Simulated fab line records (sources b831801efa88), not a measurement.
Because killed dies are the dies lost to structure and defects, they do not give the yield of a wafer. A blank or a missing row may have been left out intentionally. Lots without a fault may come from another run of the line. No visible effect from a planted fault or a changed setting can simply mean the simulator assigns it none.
The tool behind it: which one?    flow sky130    11 lots with 33 wafers sampled at 5 steps, on a route of 708 steps

WHAT THE GAUGES READ, wafer by wafer
SKY_LI_CONTACT_THK_MEAS_01.
lot   measured      on             LI_CONTACT_HDPCVD_THK (nm)
L866  day 27 22:42  film-metro-02  938 937 945
L867  day 28 16:41  film-metro-02  946 947 943
L875  day 31 03:23  film-metro-04  988 975 986 989 975 986
L876  day 31 08:10  film-metro-02  970 973 978 971 972 978
L882  day 33 14:20  film-metro-04  951 947 951
L883  day 33 18:11  film-metro-04  929 936 933
L884  day 34 01:19  film-metro-01  924 919 927
L885  day 34 10:55  film-metro-04  932 937 943
L886  day 34 17:35  film-metro-01  932 919 916
L888  day 35 03:45  film-metro-01  939 944 944
L889  day 35 09:55  film-metro-02  921 921 934

SKY_LI_CONTACT_BOW_MEAS_03.
lot   measured      on             LI_CONTACT_BOW (um)
L866  day 27 23:04  film-metro-04  55 49 52
L867  day 28 17:04  film-metro-04  58 43 56
L875  day 31 09:17  film-metro-01  56 48 62
L876  day 31 13:34  film-metro-02  55 53 60
L882  day 33 14:41  film-metro-01  58 53 50
L883  day 33 18:33  film-metro-04  56 50 66
L884  day 34 01:40  film-metro-02  66 62 71
L885  day 34 11:17  film-metro-02  45 53 45
L886  day 34 17:56  film-metro-01  53 56 48
L888  day 35 04:07  film-metro-01  60 64 52
L889  day 35 10:18  film-metro-04  50 52 55

TOOL THAT RAN EACH LOT (tool first, then ch and the chambers of the sampled wafers, then the start)
lot   SKY_RES_XHIGH_STRIP_08                SKY_SD_N_STRIP_11                     SKY_LI_CONTACT_HDPCVD_00
L866  plasma-asher-01 ch 0,1, day 26 17:01  plasma-asher-04 ch 0,1, day 27 21:47  hdpcvd-02 ch 0,1, day 27 22:32
L867  plasma-asher-03 ch 0,1, day 27 10:12  plasma-asher-04 ch 0,1, day 28 15:50  hdpcvd-01 ch 0,1,2, day 28 16:34
L875  plasma-asher-04 ch 0,1, day 29 21:56  plasma-asher-04 ch 0,1, day 31 02:31  hdpcvd-01 ch 0,2, day 31 03:17
L876  plasma-asher-01 ch 0,1, day 30 03:07  plasma-asher-04 ch 0,1, day 31 07:14  hdpcvd-01 ch 0,1,2, day 31 08:05
L882  plasma-asher-03 ch 0,1, day 32 10:37  plasma-asher-02 ch 0,1, day 33 13:28  hdpcvd-01 ch 1,2, day 33 14:13
L883  plasma-asher-03 ch 0,1, day 32 14:22  plasma-asher-02 ch 0,1, day 33 17:19  hdpcvd-02 ch 1,2, day 33 18:04
L884  plasma-asher-01 ch 0,1, day 32 21:05  plasma-asher-02 ch 0,1, day 34 00:26  hdpcvd-02 ch 0,1, day 34 01:12
L885  plasma-asher-03 ch 0,1, day 33 06:41  plasma-asher-01 ch 0,1, day 34 10:04  hdpcvd-02 ch 0,2, day 34 10:47
L886  plasma-asher-03 ch 0,1, day 33 13:38  plasma-asher-04 ch 0,1, day 34 16:43  hdpcvd-02 ch 1,2, day 34 17:29
L888  plasma-asher-01 ch 0,1, day 33 23:21  plasma-asher-04 ch 0,1, day 35 02:53  hdpcvd-01 ch 0,2, day 35 03:38
L889  plasma-asher-03 ch 0,1, day 34 06:11  plasma-asher-02 ch 0,1, day 35 09:02  hdpcvd-02 ch 0,1,2, day 35 09:46
- SKY_RES_XHIGH_STRIP_08: strips in O2/N2.
- SKY_SD_N_STRIP_11: strips in O2/N2.
- SKY_LI_CONTACT_HDPCVD_00: deposits PSG, target thk 930 nm, time 155 s.

AS READ BY THE TOOLS THEMSELVES (means over the sampled wafers that have a number; for cases with no such wafer, the mark the record gives instead)
SKY_RES_XHIGH_STRIP_08.
lot   tool             drypump-motor-current-A (A)  o2-flow-sccm (sccm)  oes-product-au (a.u.)  strip-time-to-endpoint-s (s)
L866  plasma-asher-01  5.82                         2999                 0.709                  14.27
L867  plasma-asher-03  6.14                         2999                 0.714                  14.27
L875  plasma-asher-04  6.44                         3003                 0.712                  14.23
L876  plasma-asher-01  5.81                         2998                 0.710                  14.28
L882  plasma-asher-03  6.24                         2997                 0.709                  14.30
L883  plasma-asher-03  6.23                         2998                 0.716                  14.29
L884  plasma-asher-01  5.76                         3002                 0.709                  14.30
L885  plasma-asher-03  6.23                         3006                 0.716                  14.25
L886  plasma-asher-03  6.24                         3003                 0.712                  14.32
L888  plasma-asher-01  5.81                         3008                 0.710                  14.26
L889  plasma-asher-03  6.15                         2991                 0.712                  14.23

SKY_SD_N_STRIP_11.
lot   tool             drypump-motor-current-A (A)  o2-flow-sccm (sccm)  oes-product-au (a.u.)  strip-time-to-endpoint-s (s)
L866  plasma-asher-04  6.5                          2995                 0.531                  22.65
L867  plasma-asher-04  6.5                          2997                 0.529                  22.54
L875  plasma-asher-04  6.4                          2998                 0.530                  22.51
L876  plasma-asher-04  6.4                          2998                 0.528                  22.50
L882  plasma-asher-02  6.0                          2998                 0.531                  22.56
L883  plasma-asher-02  5.5                          3001                 0.524                  22.53
L884  plasma-asher-02  5.5                          2995                 0.529                  22.59
L885  plasma-asher-01  5.8                          3002                 0.523                  22.58
L886  plasma-asher-04  6.4                          3010                 0.525                  22.53
L888  plasma-asher-04  6.4                          3009                 0.529                  22.56
L889  plasma-asher-02  6.0                          3005                 0.528                  22.55

SKY_LI_CONTACT_HDPCVD_00.
lot   tool       run-length-s (s)
L866  hdpcvd-02  183.4
L867  hdpcvd-01  182.8
L875  hdpcvd-01  188.0
L876  hdpcvd-01  188.4
L882  hdpcvd-01  183.1
L883  hdpcvd-02  183.2
L884  hdpcvd-02  183.7
L885  hdpcvd-02  183.2
L886  hdpcvd-02  183.8
L888  hdpcvd-01  182.6
L889  hdpcvd-02  183.6

THE ANSWER, worked out from the rows above alone
Rule: the usual values come from the lots themselves. The widest of any qualifying gaps counts: lots, ordered by their means at a reading, are off when they make up no more than a third of the lots, leave a main group of 4 or more, and stand apart from it by 3 or more times the standard deviation of that group's means. A main group whose means are all the same, to the digits that the tables above print for the reading, isn't used. A lot without any number at a reading at which 4 lots or more have one is off too. Where the step has rows for the other lots, those lots are counted as sound. After the gauges, taken in route order, come the tools' own readings; for these a lot's mean is taken, as printed above. The first step at which some lot is off is used, and at that step the reading that is off furthest; a lot without a number counts as furthest.
Off at SKY_LI_CONTACT_HDPCVD_00 (run-length-s): L875, L876. Mean 183.3 s and standard deviation 0.38 in the main group.
If a tool, at that step or one of the process steps before it, ran each lot that is off and ran no sound lot following the first of them, it fits. Not one of the candidates tried fits.

WHAT WAS PUT IN BY THE SIMULATOR
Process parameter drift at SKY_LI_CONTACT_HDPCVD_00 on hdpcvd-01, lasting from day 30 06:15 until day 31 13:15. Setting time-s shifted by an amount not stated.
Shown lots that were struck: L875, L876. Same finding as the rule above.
